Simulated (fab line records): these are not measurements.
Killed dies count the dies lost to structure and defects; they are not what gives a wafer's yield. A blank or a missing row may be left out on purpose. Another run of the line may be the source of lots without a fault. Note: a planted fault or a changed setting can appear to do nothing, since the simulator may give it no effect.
Matching of chambers + flow gf180mcu + rie-si-01 running GF_POLY_GATE_ETCH_13: 4 sister chambers
The step etches poly-Si in HBr/Cl2, stops on SiO2, target depth 198.5 nm, time 69.6 s. 8 wafers are shown with their chamber, then 7 later ones without.

## WAFERS WITH THEIR CHAMBER
| wafer  | chamber | drypump-motor-current-A (A) | oes-product-au (a.u.) |
|--------|---------|-----------------------------|-----------------------|
| L955.4 | 1       | 6.0                         | 0.983                 |
| L955.6 | 2       | 4.9                         | 0.990                 |
| L961.2 | 3       | 6.0                         | 0.994                 |
| L966.1 | 0       | 5.7                         | 0.987                 |
| L966.3 | 2       | 4.9                         | 0.989                 |
| L966.6 | 3       | 5.9                         | 1.001                 |
| L971.1 | 0       | 5.7                         | 0.992                 |
| L971.4 | 1       | 6.1                         | 0.988                 |

## WAFERS WITHOUT THEIR CHAMBER
| wafer  | drypump-motor-current-A (A) | oes-product-au (a.u.) |
|--------|-----------------------------|-----------------------|
| L971.6 | 6.0                         | 0.999                 |
| L974.1 | 5.7                         | 0.992                 |
| L974.4 | 6.1                         | 0.997                 |
| L974.5 | 5.7                         | 0.993                 |
| L976.3 | 5.9                         | 0.993                 |
| L976.4 | 4.9                         | 1.002                 |
| L976.6 | 4.9                         | 0.995                 |

## EACH ONE'S CHAMBER
| wafer  | from the rows above     | in truth                   |
|--------|-------------------------|----------------------------|
| L971.6 | 3                       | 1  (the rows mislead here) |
| L974.1 | 0                       | 0                          |
| L974.4 | can't be placed: 3 or 1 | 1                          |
| L974.5 | 0                       | 0                          |
| L976.3 | 3                       | 3                          |
| L976.4 | 2                       | 2                          |
| L976.6 | 2                       | 2                          |
Placed correctly: 5 of 7. Can't be placed from these rows: 1 (the true chamber is among the candidates in 1). Placed wrongly: 1.
How it was worked out, from the rows above alone: a wafer's distance from a chamber is the root of the sum, over the readings, of the square of ((its reading less the chamber's mean) divided by the reading's scatter). If the next closest chamber is less than 2 further off than the closest, the wafer can't be placed; otherwise it belongs to the closest. For every chamber, the mean is computed from those of its wafers that are shown. The scatter: the root of (the sum of the squares of (reading less its chamber's mean) over the shown wafers, divided by (wafers less chambers)).
